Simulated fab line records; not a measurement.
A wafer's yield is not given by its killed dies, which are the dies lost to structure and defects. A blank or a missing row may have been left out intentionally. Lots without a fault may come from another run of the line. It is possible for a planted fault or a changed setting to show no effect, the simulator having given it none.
fab line records | flow sky130
record: lots: 6 wafers: 18 last_day: 50
route steps=708 shown METAL4@622 PAD_OPEN@708
lots with no fault: from the same line, run without faults
start_h: hours from the record's first day to the start of the lot's first wafer shown | wait_h: hours since the lot's step before | " unchanged from the row above | L1.1+2: one row covering several wafers at once | - no value, or no start was given | * or withheld: withheld | < > ~ a bound
route shown NAME@n: names a module that has steps shown in the file, with the first one's number in the route | usual: mean/standard deviation of fault-free wafers | same: alike in all rows | chamber/n: place in a boat | sites: readings site by site | _std_site: standard deviation across them | _edge_site: outer sites' mean less inner sites' | radius_mm: for every site, how far away it sits from the centre of the wafer | mask NAME#n: copy n | behind: the tool/chamber that last shaped the wafer | hold: the reason the lot was held/the length of the hold in hours/how it ended | device: whichever transistor did not switch (one of n, p or np) | end of line: the tests these same wafers got at the end of their route | where a step has no rows: the recipe by itself | killed: not the wafer's yield, but the dies lost to structure and defects at the first sort | map: a wafer's dies, marking killed ones x, the rest . and places with no die _
set.NAME: the run value of the setting; set.NAME@STEP: its run value at that earlier step | model.NAME: the simulator's own value behind a step, which no gauge read
certain route steps with their lots: each step a table, each wafer a row
services: a tool's chamber out of use, with start hour (start_h, from the record's first day; less than 0 if before it), hours out, and reason
== steps ==
step: SKY_METAL4_HMDS_06
recipe: prime_time_s: 60 prime_temp_c: 119.6
step: SKY_METAL4_COAT_07
recipe: resist: BARC temp_c: withheld time_s: withheld spin_rpm: 3000 resist_thk_nm: 60
step: SKY_METAL4_COAT_08
recipe: resist: KrF-thick spin_rpm: 3000 resist_thk_nm: 1140
step: SKY_METAL4_SOFTBAKE_09
recipe: temp_c: 100 time_s: 90 resist: KrF-thick
step: SKY_METAL4_EXPOSE_10
recipe: mask_id: MM4 na: 0.68 source_shape: annular sigma_inner: 0.4 sigma_outer: 0.8 target_cd_nm: 300 dose_mj: 28
step: SKY_METAL4_PEB_11
recipe: peb_temp_c: withheld peb_time_s: withheld resist: KrF-thick
step: SKY_METAL4_DEVELOP_12
recipe: develop_time_s: 60 resist: KrF-thick dev_temp_c: 21
step: SKY_METAL4_CD_MEAS_13
recipe: target_cd_nm: 300
usual: cd_nm: 300.0/1.5
columns lot.wafer tool chamber start_h wait_h cd_nm
L344.2 cd_sem-02 - 1047.88 - 300.0
L344.5 " - " " 299.4
L344.6 " - " " 299.9
L346.2 cd_sem-02 - 1058.51 - 300.8
L346.3 " - " " 300.2
L346.4 " - " " 300.2
L347.1 cd_sem-02 - 1072.45 - 300.4
L347.4 " - " " 298.6
L347.6 " - " " 298.1
L350.1 cd_sem-02 - 1086.64 - 295.6
L350.3 " - " " 296.1
L350.5 " - " " 296.7
L348.1 cd_sem-02 - 1091.64 - 300.9
L348.3 " - " " 302.3
L348.4 " - " " 302.2
L357.1 cd_sem-02 - 1137.84 - 301.8
L357.2 " - " " 300.4
L357.3 " - " " 302.0
step: SKY_METAL4_OVL_MEAS_14
usual: METAL4_OVL: -2/4.8
columns lot.wafer tool chamber start_h wait_h METAL4_OVL[nm]
L344.2 overlay-01 - 1047.98 0.1 -3
L344.5 " - " " -3
L344.6 " - " " 6
L346.2 overlay-01 - 1058.61 0.1 -9
L346.3 " - " " -3
L346.4 " - " " -3
L347.1 overlay-02 - 1072.57 0.1 5
L347.4 " - " " -10
L347.6 " - " " -4
L350.1 overlay-01 - 1086.76 0.1 -2
L350.3 " - " " -5
L350.5 " - " " -6
L348.1 overlay-02 - 1091.76 0.1 -1
L348.3 " - " " -3
L348.4 " - " " -4
L357.1 overlay-01 - 1137.96 0.1 -6
L357.2 " - " " -11
L357.3 " - " " -10
step: SKY_METAL4_DESCUM_15
recipe: chemistry: O2 source_power_w: 150 bias_power_w: 0 pressure_mtorr: 10 temp_c: 40 time_s: 8
usual: drypump_motor_current_A: 5.9/0.54 oes_product_au: 1.002/0.0073
columns lot.wafer tool chamber start_h wait_h drypump_motor_current_A oes_product_au rf_hours_counter_h
L344.2 rie_metal-01 0 1048.01 0.0 5.4 1.009 18
L344.5 " 0 " " 5.3 1.010 -
L344.6 " 1 " " 6.7 1.004 -
L346.2 rie_metal-04 1 1058.64 0.0 5.2 1.005 21
L346.3 " 0 " " 6.0 1.021 -
L346.4 " 1 " " 5.2 0.987 -
L347.1 rie_metal-01 1 1072.60 0.0 6.7 0.991 19
L347.4 " 1 " " 6.8 0.994 -
L347.6 " 0 " " 5.3 1.003 -
L350.1 rie_metal-03 0 1086.79 0.0 6.1 1.001 20
L350.3 " 1 " " 5.6 1.003 -
L350.5 " 1 " " 5.6 1.004 -
L348.1 rie_metal-03 1 1091.80 0.0 5.6 1.006 19
L348.3 " 1 " " 5.6 1.013 -
L348.4 " 0 " " 6.1 1.002 -
L357.1 rie_metal-03 0 1137.99 0.0 6.1 1.000 23
L357.2 " 1 " " 5.6 0.993 22
L357.3 " 0 " " 6.1 1.007 -
step: SKY_METAL4_ETCH_16
recipe: chemistry: N2/H2 target: BARC ion_energy_ev: 200 bias_w: 100 pressure_mtorr: 30 n2_flow_sccm: 100 h2_flow_sccm: 200 icp_w: 500 stop_on: SiO2 time_s: 88.2 target_depth_a: 600
usual: drypump_motor_current_A: 5.9/0.54 oes_product_au: 0.625/0.0045 run_length_s: 116.6/0.82 throttle_valve_pct: 13.204/0.0089
columns lot.wafer tool chamber start_h wait_h drypump_motor_current_A oes_product_au rf_hours_counter_h run_length_s throttle_valve_pct
L344.2 rie_metal-01 0 1048.04 0.0 5.4 0.625 18 115.7 13.215
L344.5 " 0 " " 5.4 0.624 - 115.8 13.213
L344.6 " 1 " " 6.7 0.628 - 116.4 13.207
L346.2 rie_metal-04 1 1058.67 0.0 5.2 0.623 21 116.7 13.207
L346.3 " 0 " " 6.0 0.625 - 116.8 13.211
L346.4 " 1 " " 5.2 0.623 - 117.1 13.194
L347.1 rie_metal-01 1 1072.63 0.0 6.8 0.624 19 116.1 13.205
L347.4 " 1 " " 6.7 0.624 - 116.5 13.212
L347.6 " 0 " " 5.4 0.623 - 116.0 13.198
L350.1 rie_metal-03 0 1086.82 0.0 6.1 0.620 20 116.9 13.191
L350.3 " 1 " " 5.6 0.620 - 116.4 13.203
L350.5 " 1 " " 5.6 0.621 - 116.1 13.216
L348.1 rie_metal-03 1 1091.83 0.0 5.6 0.628 19 116.0 13.198
L348.3 " 1 " " 5.6 0.625 - 116.3 13.203
L348.4 " 0 " " 6.1 0.630 - 117.2 13.203
L357.1 rie_metal-03 0 1138.03 0.0 6.1 0.621 23 120.6 13.214
L357.2 " 1 " " 5.6 0.628 22 119.1 13.211
L357.3 " 0 " " 6.1 0.628 - 120.3 13.197
step: SKY_METAL4_ETCH_17
recipe: target: SiO2 stop_on: TiN chemistry: C4F8/O2/Ar source_w: 1500 bias_w: 1200 pressure_mtorr: 40 c4f8_flow_sccm: withheld O2_flow_sccm: 6 Ar_flow_sccm: 300 time_s: 3.9 target_depth_a: 150
usual: oes_product_au: 0.755/0.0075
columns lot.wafer tool chamber start_h wait_h oes_product_au rf_hours_counter_h
L344.2 rie_diel-03 0 1048.14 0.1 0.746 16
L344.5 " 1 " " 0.751 -
L344.6 " 0 " " 0.756 -
L346.2 rie_diel-01 1 1058.77 0.1 0.750 6
L346.3 " 2 " " 0.758 15
L346.4 " 3 " " 0.753 25
L347.1 rie_diel-03 2 1072.73 0.1 0.759 11
L347.4 " 1 " " 0.758 16
L347.6 " 2 " " 0.755 -
L350.1 rie_diel-03 2 1086.92 0.1 0.764 11
L350.3 " 0 " " 0.759 18
L350.5 " 2 " " 0.776 -
L348.1 rie_diel-04 1 1091.93 0.1 0.746 13
L348.3 " 2 " " 0.767 11
L348.4 " 3 " " 0.775 -
L357.1 rie_diel-03 2 1138.17 0.1 0.753 14
L357.2 " 0 " " 0.739 19
L357.3 " 3 " " 0.757 22
step: SKY_METAL4_METAL_ETCH_18
recipe: target_depth_a: 8450 stop_on: SiO2 over_etch_frac: 0.3 time_s: 183.1 chemistry: Cl2/BCl3 resist_sidewall_deg: 88 pressure_mtorr: 10 icp_w: 900 bias_w: 48.5 Cl2_flow_sccm: 60 bcl3_flow_sccm: 30
usual: drypump_motor_current_A: 5.8/0.55 oes_product_au: 0.863/0.0049 run_length_s: 211.3/0.46 throttle_valve_pct: 22.265/0.0099
columns lot.wafer tool chamber start_h wait_h drypump_motor_current_A oes_product_au rf_hours_counter_h run_length_s throttle_valve_pct model.KrF-thick_of_METAL4_COAT_08.thk_nm
L344.2 rie_metal-01 0 1048.16 0.0 5.3 0.864 18 210.7 22.264 514.9
L344.5 " 1 " " 6.7 0.864 - 211.4 22.253 522.3
L344.6 " 0 " " 5.3 0.859 - 210.9 22.248 522.3
L346.2 rie_metal-01 1 1058.79 0.0 6.8 0.924 19 200.4 22.265 561.1
L346.3 " 1 " " 6.8 0.929 - 200.1 22.255 563.6
L346.4 " 0 " " 5.4 0.871 - 210.8 22.259 520.5
L347.1 rie_metal-04 1 1072.75 0.0 5.2 0.869 21 212.0 22.255 534.3
L347.4 " 0 " " 6.0 0.861 - 211.1 22.276 525.5
L347.6 " 0 " " 6.0 0.855 - 211.2 22.288 526.7
L350.1 rie_metal-01 0 1086.94 0.0 5.3 0.864 22 210.8 22.269 522.9
L350.3 " 0 " " 5.3 0.856 - 210.6 22.260 519.9
L350.5 " 1 " " 6.7 0.923 - 200.0 22.279 564.3
L348.1 rie_metal-04 1 1091.95 0.0 5.2 0.859 22 211.7 22.274 530
L348.3 " 0 " " 6.0 0.861 - 211.8 22.255 522.8
L348.4 " 1 " " 5.2 0.869 - 211.7 22.263 532.8
L357.1 rie_metal-04 0 1138.18 0.0 5.9 0.868 14 211.8 22.254 528.9
L357.2 " 1 " " 5.2 0.866 27 211.7 22.271 533.2
L357.3 " 1 " " 5.2 0.867 - 211.5 22.272 526.4
step: SKY_METAL4_STRIP_19
recipe: chemistry: O2/N2 power_w: 1400 pressure_mtorr: 1500 platen_temp_c: withheld o2_flow_sccm: 3000 n2_flow_sccm: 300 overash_fraction: 0.5
usual: drypump_motor_current_A: 5.9/0.42 oes_product_au: 0.501/0.0056 strip_time_to_endpoint_s: 6.51/0.073
columns lot.wafer tool chamber start_h wait_h drypump_motor_current_A oes_product_au rf_hours_counter_h strip_time_to_endpoint_s
L344.2 plasma_asher-04 1 1048.34 0.1 6.1 0.503 125 6.40
L344.5 " 0 " " 5.7 0.506 - 6.50
L344.6 " 1 " " 6.1 0.504 - 6.49
L346.2 plasma_asher-03 0 1058.97 0.1 5.3 0.520 66 6.88
L346.3 " 1 " " 5.8 0.510 - 6.90
L346.4 " 0 " " 5.3 0.502 - 6.46
L347.1 plasma_asher-01 1 1072.93 0.1 6.5 0.509 31 6.60
L347.4 " 0 " " 5.7 0.501 - 6.51
L347.6 " 1 " " 6.5 0.503 - 6.53
L350.1 plasma_asher-03 0 1087.12 0.1 5.3 0.509 66 6.49
L350.3 " 0 " " 5.3 0.502 - 6.48
L350.5 " 0 " " 5.3 0.516 - 6.88
L348.1 plasma_asher-03 0 1092.12 0.1 5.3 0.500 67 6.56
L348.3 " 1 " " 5.7 0.504 - 6.48
L348.4 " 0 " " 5.3 0.514 - 6.58
L357.1 plasma_asher-04 0 1138.36 0.1 5.7 0.507 8 6.55
L357.2 " 1 " " 6.1 0.502 8 6.60
L357.3 " 1 " " 6.1 0.505 - 6.52
step: SKY_METAL4_STRIP_20
recipe: chemistry: post_etch_residue_remover time_s: 1200 temp_c: 72.5
step: SKY_PAD_OPEN_PROBE_99
usual: defect_limited_yield: 83.0/1.9 killed_at_M0_to_M3: 43/6.9 killed_at_M4_up: 3.1/1.9 killed_at_contacts: 24/5.4 killed_at_front_end: 14/4.3 killed_at_other: 0.3/0.53 killed_dies: 84/9.5 killed_open: 46/6.8 killed_short: 38/6 sort_bin_3_pad_short: 0.9/0.46 sort_bin_5_function: 10.0/1.4 sort_bin_6_memory: 6.1/1.1 sort_n_pass: 408/9.5 sort_yield_pct: 83.0/1.9
same: gross_dies: 492 killed_at_back_side: 0 sort_bin_4_leakage[%]: 0 sort_bin_8_speed[%]: 0
columns lot.wafer tool chamber start_h wait_h defect_limited_yield[%] killed_at_M0_to_M3 killed_at_M4_up killed_at_contacts killed_at_front_end killed_at_other killed_dies killed_open killed_short sort_bin_3_pad_short[%] sort_bin_5_function[%] sort_bin_6_memory[%] sort_n_pass sort_yield_pct[%]
L346.2 prober-02 - 1143.81 0.1 82.1 44 11 22 11 0 88 46 41 0.4 9.3 8.1 404 82.1
L346.3 prober-02 - 1143.86 0.2 82.3 45 2 25 15 0 87 51 34 1.2 11.2 5.3 405 82.3
L346.4 prober-02 - 1143.91 0.2 83.1 44 2 19 18 0 83 46 36 1.0 11.4 4.5 409 83.1
L350.1 prober-02 - 1168.81 0.1 84.3 33 5 25 14 0 77 36 41 1.2 8.5 5.9 415 84.3
L350.3 prober-02 - 1168.91 0.2 84.1 40 3 23 12 0 78 50 28 0.6 10.4 4.9 414 84.1
L350.5 prober-02 - 1169.01 0.2 84.8 42 1 26 6 0 75 50 25 1.4 8.1 5.7 417 84.8
killed by level:class
L346.2 VIA1:geometric_particle:open=13 METAL4:geometric_particle:short=8 CONTACT:geometric_particle:open=7 METAL2:geometric_particle:short=7 VIA2:geometric_particle:open=6 LI_CONTACT:geometric_particle:open=5 VIA3:geometric_particle:open=4 METAL3:geometric_particle:short=4
L346.3 VIA1:geometric_particle:open=14 CONTACT:geometric_particle:open=13 CONTACT:geometric_particle:short=7 VIA1:geometric_particle:short=7 VIA3:geometric_particle:open=6 METAL2:geometric_particle:short=6 VIA2:geometric_particle:open=5 POLY_GATE:geometric_particle:open=4
L346.4 VIA1:geometric_particle:open=14 CONTACT:geometric_particle:open=10 FIELD_ISO:geometric_particle:short=5 VIA1:geometric_particle:short=5 METAL2:geometric_particle:short=5 VIA3:geometric_particle:open=5 FIELD_ISO:geometric_particle:open=4 LI_CONTACT:geometric_particle:open=4
L350.1 CONTACT:geometric_particle:open=9 LI_CONTACT:geometric_particle:open=7 POLY_GATE:geometric_particle:short=6 VIA1:geometric_particle:open=6 VIA2:geometric_particle:short=6 METAL1:geometric_particle:short=5 VIA2:geometric_particle:open=5 LOCAL_INTERCONNECT:geometric_particle:short=4
L350.3 VIA1:geometric_particle:open=14 CONTACT:geometric_particle:open=10 FIELD_ISO:geometric_particle:open=7 VIA2:geometric_particle:open=6 LI_CONTACT:geometric_particle:short=5 LI_CONTACT:geometric_particle:open=4 VIA3:geometric_particle:open=4 FIELD_ISO:geometric_particle:short=3
L350.5 VIA1:geometric_particle:open=16 LI_CONTACT:geometric_particle:open=8 CONTACT:geometric_particle:open=8 VIA3:geometric_particle:open=6 VIA2:geometric_particle:open=6 CONTACT:geometric_particle:short=4 LI_CONTACT:geometric_particle:short=3 METAL1:geometric_particle:short=3
== services ==
columns tool chamber start_h hours kind
rie_metal-04 - 1028.83 28.1 pm
plasma_asher-03 - 1036.43 1.5 repair
rie_diel-01 2 1046.03 1.7 repair
rie_metal-03 - 1046.07 28.1 pm
rie_diel-04 2 1049.63 17.6 repair
rie_diel-01 2 1051.45 2.9 repair
plasma_asher-04 - 1055.27 9.0 pm
plasma_asher-04 0 1055.27 9.0 vent_cycle
plasma_asher-04 1 1055.27 9.0 vent_cycle
plasma_asher-04 0 1064.27 - clean
plasma_asher-04 1 1064.27 - clean
plasma_asher-03 - 1065.78 2.9 repair
rie_diel-04 0 1067.24 - clean
rie_diel-04 0 1067.24 34.8 scheduled_down
rie_diel-04 0 1067.24 34.8 vent_cycle
plasma_asher-03 - 1068.72 15.6 pm
rie_diel-01 - 1081.61 0.8 repair
rie_diel-03 3 1088.61 8.7 repair
rie_diel-01 0 1090.00 1.7 repair
rie_diel-04 3 1102.04 - clean
rie_diel-04 3 1102.04 16.0 scheduled_down
rie_diel-04 3 1102.04 16.0 vent_cycle
rie_diel-03 3 1117.47 5.6 repair
== key ==
first_sign: step: SKY_METAL4_METAL_ETCH_18 reading: run_length_s direction: down sigmas: 24 usual: * struck: *
effect: step: SKY_METAL4_METAL_ETCH_18 reading: oes_product_au direction: up sigmas: 13 usual: 0.863 struck: 0.925
effect: step: SKY_METAL4_STRIP_19 reading: strip_time_to_endpoint_s direction: up sigmas: 5.2 usual: * struck: *
model_effect: step: SKY_METAL4_METAL_ETCH_18 value: KrF-thick_of_METAL4_COAT_08.thk_nm without: 529.8 struck: 563
met_at SKY_METAL4_METAL_ETCH_18
struck_wafers L346.2,L346.3,L350.5
onset_between 1048.16 1058.79
fault: kind: process_parameter_drift tool: rie_metal-01 chamber: 1 onset_h: 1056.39 steps: SKY_METAL4_METAL_ETCH_18 channel: time_s offset: * shape: step end_h: 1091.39 acts_in: * stated: *
